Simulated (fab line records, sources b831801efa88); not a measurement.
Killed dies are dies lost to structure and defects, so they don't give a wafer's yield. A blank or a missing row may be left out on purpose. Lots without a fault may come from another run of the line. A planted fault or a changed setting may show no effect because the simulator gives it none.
Which tool did it? | flow sky130 | 12 lots, 36 wafers sampled, at 5 steps of a route of 708

WHAT THE GAUGES READ, wafer by wafer
SKY_VT_ADJUST_HVTP_TW_MEAS_11. Usual: VT_ADJUST_HVTP_TW 1362, standard deviation 22.
lot  | measured     | on            | VT_ADJUST_HVTP_TW | flag
L508 | day 6 01:12  | film_metro-01 | 1356 1349 1352    |
L509 | day 6 04:29  | film_metro-03 | 1343 1339 1339    |
L510 | day 6 09:38  | film_metro-03 | 1343 1343 1342    |
L514 | day 7 13:10  | film_metro-04 | 1471 1473 1475    | OFF
L515 | day 7 13:27  | film_metro-04 | 1394 1395 1398    |
L519 | day 8 16:52  | film_metro-04 | 1456 1458 1469    | OFF
L524 | day 10 16:33 | film_metro-03 | 1343 1335 1338    |
L526 | day 11 02:25 | film_metro-01 | 1358 1352 1355    |
L527 | day 11 06:48 | film_metro-01 | 1360 1362 1361    |
L528 | day 11 09:13 | film_metro-03 | 1337 1350 1349    |
L530 | day 12 00:07 | film_metro-04 | 1388 1390 1385    |
L531 | day 12 05:11 | film_metro-04 | 1389 1384 1377    |

SKY_GATE_OXIDE_OVL_MEAS_10. Usual: GATE_OXIDE_OVL 0.3 nm, standard deviation 1.3.
lot  | measured     | on         | GATE_OXIDE_OVL (nm) | flag
L508 | day 13 11:35 | overlay-01 | 1.4 1.2 0.8         |
L509 | day 13 19:54 | overlay-01 | 0.9 -0.6 -0.6       |
L510 | day 13 21:28 | overlay-02 | -0.1 0.4 -1.3       |
L514 | day 15 16:11 | overlay-02 | -1.8 2.0 0.6        |
L515 | day 15 16:57 | overlay-02 | -2.1 -0.1 0.5       |
L519 | day 17 11:27 | overlay-01 | 1.3 -0.5 -0.8       |
L524 | day 19 22:09 | overlay-01 | -0.1 2.6 0.4        |
L526 | day 20 15:06 | overlay-01 | -1.1 1.4 0.1        |
L527 | day 20 18:50 | overlay-01 | 1.4 0.8 0.9         |
L528 | day 20 23:44 | overlay-02 | 1.0 -0.4 3.0        |
L530 | day 21 19:11 | overlay-01 | 0.1 2.0 2.6         |
L531 | day 22 01:55 | overlay-02 | 0.2 1.0 0.7         |

SKY_LDD_P_OVL_MEAS_08. Usual: LDD_P_OVL -0.6 nm, standard deviation 1.4.
lot  | measured     | on         | LDD_P_OVL (nm) | flag
L508 | day 18 21:37 | overlay-01 | 0.9 0.0 -0.3   |
L509 | day 18 22:25 | overlay-01 | -2.0 0.1 -1.4  |
L510 | day 18 23:05 | overlay-01 | 0.6 1.0 0.9    |
L514 | day 21 02:10 | overlay-01 | -0.3 -1.2 -1.6 |
L515 | day 20 23:22 | overlay-01 | -0.2 -0.1 -2.4 |
L519 | day 23 04:58 | overlay-01 | -1.8 -2.1 -2.1 |
L524 | day 25 09:10 | overlay-01 | -0.8 -0.9 0.3  |
L526 | day 26 03:25 | overlay-02 | -1.6 -0.9 0.1  |
L527 | day 26 04:42 | overlay-01 | -1.9 -2.8 -3.4 |
L528 | day 26 11:01 | overlay-01 | -2.0 -2.9 0.7  |
L530 | day 27 02:49 | overlay-01 | 2.6 1.4 2.0    |
L531 | day 27 10:23 | overlay-01 | -1.5 1.5 0.1   |

WHICH TOOL RAN EACH LOT (tool, then ch and the chambers of the sampled wafers, then the start)
lot  | SKY_VT_ADJUST_HVTP_IMPLANT_09   | SKY_VT_ADJUST_PCH_STRIP_09
L508 | implanter-04 ch 0, day 6 00:57  | plasma_asher-01 ch 0, day 10 05:17
L509 | implanter-01 ch 0, day 6 04:16  | plasma_asher-02 ch 0,1, day 10 11:34
L510 | implanter-01 ch 0, day 6 09:26  | plasma_asher-03 ch 0,1, day 10 13:40
L514 | implanter-01 ch 0, day 7 12:55  | plasma_asher-01 ch 0,1, day 12 02:59
L515 | implanter-04 ch 0, day 7 13:12  | plasma_asher-02 ch 0,1, day 12 03:20
L519 | implanter-01 ch 0, day 8 16:38  | plasma_asher-01 ch 0,1, day 13 13:02
L524 | implanter-02 ch 0, day 10 16:18 | plasma_asher-01 ch 0,1, day 15 22:41
L526 | implanter-04 ch 0, day 11 02:10 | plasma_asher-02 ch 0,1, day 16 11:50
L527 | implanter-04 ch 0, day 11 06:33 | plasma_asher-01 ch 0,1, day 16 16:47
L528 | implanter-01 ch 0, day 11 08:58 | plasma_asher-01 ch 0,1, day 16 19:23
L530 | implanter-01 ch 0, day 11 23:52 | plasma_asher-01 ch 0,1, day 17 12:35
L531 | implanter-02 ch 0, day 12 04:58 | plasma_asher-02 ch 0,1, day 17 20:43
- SKY_VT_ADJUST_HVTP_IMPLANT_09
- SKY_VT_ADJUST_PCH_STRIP_09: strips in O2/N2.

WHAT THE TOOLS THEMSELVES READ (means of the sampled wafers that have a number; where no wafer has one, the mark that the record gives instead)
SKY_VT_ADJUST_HVTP_IMPLANT_09. Usual: dose_ions_cm2 4.299e+12, standard deviation 5.2e+09; faraday_current_uA 24.3, standard deviation 0.5.
lot  | tool         | dose_ions_cm2 | faraday_current_uA | flag
L508 | implanter-04 | 4.295e+12     | 24.4               |
L509 | implanter-01 | 4.298e+12     | 23.9               |
L510 | implanter-01 | 4.300e+12     | 24.0               |
L514 | implanter-01 | 5.026e+12     | 27.9               | OFF
L515 | implanter-04 | 4.300e+12     | 24.4               |
L519 | implanter-01 | 5.021e+12     | 28.5               | OFF
L524 | implanter-02 | 4.302e+12     | 24.5               |
L526 | implanter-04 | 4.296e+12     | 24.2               |
L527 | implanter-04 | 4.297e+12     | 24.3               |
L528 | implanter-01 | 4.301e+12     | 24.1               |
L530 | implanter-01 | 4.295e+12     | 23.8               |
L531 | implanter-02 | 4.303e+12     | 24.3               |

SKY_VT_ADJUST_PCH_STRIP_09. Usual: drypump_motor_current_A 6.17 A, standard deviation 0.24; o2_flow_sccm 3000 sccm, standard deviation 9.7; oes_product_au 0.722 a.u., standard deviation 0.0044; strip_time_to_endpoint_s 36.97 s, standard deviation 0.11.
lot  | tool            | drypump_motor_current_A (A) | o2_flow_sccm (sccm) | oes_product_au (a.u.) | strip_time_to_endpoint_s (s) | flag
L508 | plasma_asher-01 | 6.25                        | 2999                | 0.726                 | 36.93                        |
L509 | plasma_asher-02 | 6.07                        | 2996                | 0.725                 | 36.99                        |
L510 | plasma_asher-03 | 6.12                        | 3002                | 0.722                 | 36.87                        |
L514 | plasma_asher-01 | 6.36                        | 3005                | 0.719                 | 37.01                        |
L515 | plasma_asher-02 | 6.06                        | 2992                | 0.723                 | 37.05                        |
L519 | plasma_asher-01 | 6.34                        | 2998                | 0.722                 | 36.89                        |
L524 | plasma_asher-01 | 6.36                        | 2995                | 0.720                 | 36.92                        |
L526 | plasma_asher-02 | 6.06                        | 3005                | 0.725                 | 36.95                        |
L527 | plasma_asher-01 | 6.32                        | 2997                | 0.718                 | 37.02                        |
L528 | plasma_asher-01 | 6.32                        | 3001                | 0.719                 | 37.07                        |
L530 | plasma_asher-01 | 6.31                        | 2990                | 0.721                 | 36.98                        |
L531 | plasma_asher-02 | 5.96                        | 3000                | 0.722                 | 36.99                        |

THE ANSWER, worked out from the rows above alone
Rule: a lot is off if the mean of its wafers that have a number lies more than 3 standard deviations from the usual mean. A lot without any number at a reading at which 4 lots or more have one is off too. The other lots that the step has rows for count as sound. The gauges are gone through in route order, then the tools' own readings, and for those a lot's mean is taken as printed above. The first step at which some lot is off is used, and at that step the reading that is off furthest; a lot without a number counts as furthest.
Off: L514, L519, at SKY_VT_ADJUST_HVTP_TW_MEAS_11 (VT_ADJUST_HVTP_TW).
A tool fits if, at a process step before that reading, it ran every lot that is off, and no sound lot after the first of them. The gauges at SKY_VT_ADJUST_HVTP_TW_MEAS_11 aren't tried: what is off there is off at SKY_VT_ADJUST_HVTP_IMPLANT_09 too, on other tools, and a gauge's error can't cause that. None of those tried fits.

WHAT THE SIMULATOR HAD PUT IN
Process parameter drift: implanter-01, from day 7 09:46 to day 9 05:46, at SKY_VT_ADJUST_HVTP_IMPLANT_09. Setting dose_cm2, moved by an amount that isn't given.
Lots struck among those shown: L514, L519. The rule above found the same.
